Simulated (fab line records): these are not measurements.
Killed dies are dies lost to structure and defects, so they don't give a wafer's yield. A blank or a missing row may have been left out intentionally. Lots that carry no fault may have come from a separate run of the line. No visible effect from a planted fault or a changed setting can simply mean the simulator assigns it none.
A struck lot beside a sound one    flow gf180mcu    18 steps out of a route of 602
Sound: these wafers, L246.1, L246.2, L246.5. Struck: wafer L247.3 (L247.2, L247.6, from the same lot, were not struck and are left out); the cause is given at the end.
At each step with rows: each side's tool, then ch and its chambers, then its first start. Under that, the readings that differ: sound wafers    struck wafers    difference of the means    sigmas: that difference in standard deviations of wafers without a fault.
alike: readings with means less than 2 such deviations apart, plus words and numbers identical on both sides. not compared: withheld readings, readings lacking a value on some wafer, bounds such as >300 that could conceal the same value, and numbers that have no deviation in the record and whose values overlap.
The two part at a step that has a row with sigmas, a row that says differs or no value, or rows on one side only. When numbers do not overlap yet have no deviation, they are printed without sigmas and do not part them. A reading missing from all wafers of one side parts the sides only when that side holds two or more wafers.

first, 3 steps without rows for these wafers: GF_V4_EXPOSE_11 (exposes mask Via4, target cd 260 nm); GF_V4_PEB_12 (peb time 90 s); GF_V4_DEVELOP_13 (develop time 60 s).
GF_V4_CD_MEAS_14: target cd 260 nm.
  struck on cd-sem-02, day 25 10:34; sound on cd-sem-02, day 24 19:11
  alike: cd-nm
GF_V4_OVL_MEAS_15:
  struck on overlay-01, day 25 10:40; sound on overlay-01, day 24 19:19
  alike: V4_OVL
GF_V4_ETCH_16: etches BARC in N2/H2.
  sound on rie-diel-03 ch 0,1,2, day 24 19:21; struck on rie-diel-03 ch 0, day 25 10:42
  alike: bias-w, drypump-motor-current-A, n2-flow-sccm, oes-product-au, throttle-valve-pct
GF_V4_ETCH_17: etches SiO2 in C4F8/O2/Ar, stops on TiN, target depth 630 nm.
  sound: rie-diel-03 ch 0,1,2; struck: rie-diel-03 ch 0
  alike: bias-w, oes-product-au
GF_V4_STRIP_18: strips in O2/N2.
  sound on plasma-asher-04 ch 0,1, day 24 19:29; struck on plasma-asher-03 ch 0, day 25 10:50
reading                      sound        struck  difference  sigmas
drypump-motor-current-A (A)  5.8 6.2 5.8  5.0     -0.9        -2
  alike: heater-power-w, n2-flow-sccm, oes-product-au
  not compared: rf-hours-counter-h
then, 3 steps without rows for these wafers: GF_V4_STRIP_19 (strips in post etch residue remover, time 1200 s); GF_V4_CLEAN_20 (cleans in DIW); GF_V4_SPUTTER_21 (material Ti, target thk 15 nm, time 80.02 s).
GF_V4_SPUTTER_22: material TiN, target thk 10 nm, time 40 s.
  struck on pvd-sputter-02, day 25 11:26; sound on pvd-sputter-04, day 24 20:10
  alike: throttle-valve-pct
GF_V4_CVD_23: deposits W, target thk 350 nm, time 104.9 s.
  sound on cvd-w-01 ch 0,1, day 24 20:12; struck on cvd-w-01 ch 1, day 25 11:28
reading                           sound              struck  difference  sigmas
model.W_of_V4_CVD_23.thk-nm (nm)  346.8 350.7 345.1  266.3   -81.2       
  alike: heater-power-w
GF_V4_RS_MEAS_24: the measuring method here is four-point-probe.
  struck on film-metro-04, day 25 11:36; sound on film-metro-01, day 24 20:19
reading           sound              struck  difference  sigmas
V4_W_RS (ohm/sq)  0.330 0.326 0.332  0.431   +0.102      +27
GF_V4_THK_MEAS_25: measures by xrf.
  struck on film-metro-04, day 25 11:43; sound on film-metro-01, day 24 20:26
reading        sound        struck  difference  sigmas
V4_W_THK (nm)  349 356 350  267     -85         -14
GF_V4_CMP_26: polishes, stops on SiO2, t overpolish 15 s, target thk 0 nm.
  sound on cmp-01 ch 1,2, day 24 20:29; struck on cmp-01 ch 2, day 25 11:52
reading                 sound     struck  difference  sigmas
time-to-endpoint-s (s)  77 89 78  65      -16         -3
  alike: motor-current-A
GF_MIM_SPUTTER_00: material Ti, target thk 37.5 nm, time 150 s.
  struck on pvd-sputter-04, day 25 12:04; sound on pvd-sputter-03, day 24 20:47
  alike: throttle-valve-pct
-- the record jumps here: 4 days lie between the struck wafers' starts before and after (it left off in module MIM and takes up again in module PASSIVATION, whose first step shown is number 602 of the route) --
GF_PASSIVATION_PROBE_99:
  only the struck wafers here have rows in the record (prober-01, day 30 00:00); the sound ones have none

== WHERE THEY PART ==
Last at GF_PASSIVATION_PROBE_99 as far as this record goes, first at GF_V4_STRIP_18.

WHY: what the simulator had put in
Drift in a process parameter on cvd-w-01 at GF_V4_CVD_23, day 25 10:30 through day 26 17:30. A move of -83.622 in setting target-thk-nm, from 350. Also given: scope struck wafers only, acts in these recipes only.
